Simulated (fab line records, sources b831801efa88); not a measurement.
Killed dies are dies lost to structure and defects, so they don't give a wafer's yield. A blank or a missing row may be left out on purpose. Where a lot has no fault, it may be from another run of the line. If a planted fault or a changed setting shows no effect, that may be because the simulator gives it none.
Struck lot and sound lot, side by side :: flow sky130 :: 32 out of 708 route steps
Sound: wafers L908.2, L908.3, L908.4. Struck: wafer L899.5 (L899.1, L899.2, from the same lot, were not struck and are left out); the cause is given at the end.
Per side, at each step with rows, come the tool, then ch with its chambers, and then its first start. Under that, the readings that differ: sound wafers :: struck wafers :: difference of the means :: sigmas: that difference in standard deviations of wafers without a fault.
alike: words and numbers the same on both sides, and readings whose means are apart by under 2 such deviations; not compared: readings that were withheld, readings missing a value for some wafer, numbers with overlapping values and no deviation given by the record, and bounds like >300 which may hide the same value.
The two part at a step that has a row with sigmas, a row that says differs or no value, or rows on one side only. Numbers that have no deviation but don't overlap get no sigmas and don't part them. Lack of a reading on every wafer of one side parts them only where that side has two or more wafers.

first, 4 steps without rows for these wafers: SKY_LOCAL_INTERCONNECT_SOFTBAKE_07 (time 90 s); SKY_LOCAL_INTERCONNECT_EXPOSE_08 (exposes mask LI1M, target cd 170 nm); SKY_LOCAL_INTERCONNECT_PEB_09; SKY_LOCAL_INTERCONNECT_DEVELOP_10 (develop time 60 s).
SKY_LOCAL_INTERCONNECT_CD_MEAS_11: the cd target is 170 nm.
  sound on cdSem-02, day 35 00:23; struck on cdSem-02, day 32 12:20
  alike: cdNm
SKY_LOCAL_INTERCONNECT_OVL_MEAS_12:
  sound on overlay-02, day 35 00:30; struck on overlay-01, day 32 12:27
  alike: LOCAL_INTERCONNECT_OVL
then, 1 step without rows for these wafers: SKY_LOCAL_INTERCONNECT_ETCH_13 (etches BARC in N2/H2, stops on SiO2, time 45.9 s, target depth 60 nm).
SKY_LOCAL_INTERCONNECT_METAL_ETCH_14: etches TiN in Cl2/BCl3, stops on PSG, target depth 110 nm, time 31.4 s.
  sound on rieMetal-03 ch 0, day 35 00:40; struck on rieMetal-01 ch 0, day 32 12:33
reading: drypumpMotorCurrentA (A)
sound: 5.65 5.65 5.64
struck: 5.19
difference: -0.46
sigmas: -3
  alike: oesProductAu, throttleValvePct
  not compared: rfHoursCounterH
SKY_LOCAL_INTERCONNECT_STRIP_15: strips in O2/N2.
  sound on plasmaAsher-01 ch 0,1, day 35 00:46; struck on plasmaAsher-01 ch 0, day 32 12:36
  alike: drypumpMotorCurrentA, oesProductAu, stripTimeToEndpointS
  not compared: rfHoursCounterH
then, 3 steps without rows for these wafers: SKY_LOCAL_INTERCONNECT_STRIP_16 (strips in post etch residue remover, time 1200 s); SKY_LOCAL_INTERCONNECT_CLEAN_17 (cleans in IPA, time 180 s); SKY_LOCAL_INTERCONNECT_CLEAN_18 (cleans in O3/DIW).
SKY_CONTACT_CVD_00: deposits Si3N4, target thk 75 nm.
  sound on pecvd-02 ch 1,2, day 35 01:21; struck on pecvd-03 ch 1, day 32 13:11
reading: model.Si3N4_of_CONTACT_CVD_00.thkNm (nm)
sound: 75.4 75.15 76.5
struck: 31.11
difference: -44.57
sigmas: 
  alike: heaterPowerW
SKY_CONTACT_THK_MEAS_01:
  sound on filmMetro-02, day 35 01:23; struck on filmMetro-04, day 32 13:27
reading: CONTACT_CVD_00_THK (nm)
sound: 75.4 75.1 76.5
struck: 31.1
difference: -44.6
sigmas: -46
  not compared: hold
SKY_CONTACT_THK_MEAS_03:
  sound on filmMetro-04, day 35 01:31; struck on filmMetro-02, day 32 22:02
  alike: CONTACT_HDPCVD_THK
SKY_CONTACT_CMP_04: polishes SiO2.
  sound on cmp-01 ch 0,1,2, day 35 01:37; struck on cmp-01 ch 3, day 32 22:08
  alike: motorCurrentA, platenRpm
SKY_CONTACT_BOW_MEAS_05:
  sound on filmMetro-04, day 35 01:53; struck on filmMetro-04, day 32 22:23
  alike: CONTACT_BOW
then, 8 steps without rows for these wafers: SKY_CONTACT_DEHYDRATE_06 (time 60 s); SKY_CONTACT_HMDS_07 (prime time 60 s); SKY_CONTACT_COAT_08 (resist thk 60 nm); SKY_CONTACT_COAT_09 (resist thk 450 nm); SKY_CONTACT_SOFTBAKE_10 (time 90 s); SKY_CONTACT_EXPOSE_11 (exposes mask CTM1, target cd 170 nm); SKY_CONTACT_PEB_12; SKY_CONTACT_DEVELOP_13 (develop time 60 s).
SKY_CONTACT_CD_MEAS_14: the cd target is 170 nm.
  sound on cdSem-02, day 36 04:30; struck on cdSem-02, day 33 16:41
  alike: cdNm
SKY_CONTACT_OVL_MEAS_15:
  sound on overlay-02, day 36 04:37; struck on overlay-02, day 33 16:49
  alike: CONTACT_OVL
then, 1 step without rows for these wafers: SKY_CONTACT_ETCH_16 (etches BARC in N2/H2, stops on SiO2, time 45.9 s, target depth 60 nm).
SKY_CONTACT_ETCH_17: etches SiO2 in C4F8/O2/Ar, stops on Si3N4, target depth 340 nm.
  sound on rieDiel-03 ch 0,1,2, day 36 04:41; struck on rieDiel-01 ch 2, day 33 16:53
  alike: oesProductAu
SKY_CONTACT_ETCH_18: etches Si3N4 in CHF3/O2, stops on TiN, time 39 s, target depth 75 nm.
  sound: rieDiel-03 ch 0,1,2; struck: rieDiel-01 ch 2
reading: oesProductAu (a.u.)
sound: 0.852 0.856 0.867
struck: 0.578
difference: -0.280
sigmas: -34

reading: throttleValvePct (%)
sound: 8.809 8.779 8.782
struck: 8.721
difference: -0.069
sigmas: -8

reading: model.etch.depthNm (nm)
sound: 75.4 75.15 76.5
struck: 31.11
difference: -44.57
sigmas: 
  alike: O2_flow_sccm, drypumpMotorCurrentA
  not compared: rfHoursCounterH
SKY_CONTACT_STRIP_19: strips in O2/N2.
  sound on plasmaAsher-02 ch 0,1, day 36 04:46; struck on plasmaAsher-03 ch 1, day 33 16:58
  alike: drypumpMotorCurrentA, oesProductAu, stripTimeToEndpointS
  not compared: rfHoursCounterH
-- the record jumps here: 14 days lie between the struck wafers' starts before and after (it left off in module CONTACT and takes up again in module PAD_OPEN, whose first step shown is number 708 of the route) --
SKY_PAD_OPEN_PROBE_99:
  the record has rows for the struck wafers here (prober-02, day 47 05:54) and none for the sound ones

## WHERE THEY PART
Last at SKY_PAD_OPEN_PROBE_99 as far as this record goes, first at SKY_LOCAL_INTERCONNECT_METAL_ETCH_14.

WHY: whatever the simulator had introduced
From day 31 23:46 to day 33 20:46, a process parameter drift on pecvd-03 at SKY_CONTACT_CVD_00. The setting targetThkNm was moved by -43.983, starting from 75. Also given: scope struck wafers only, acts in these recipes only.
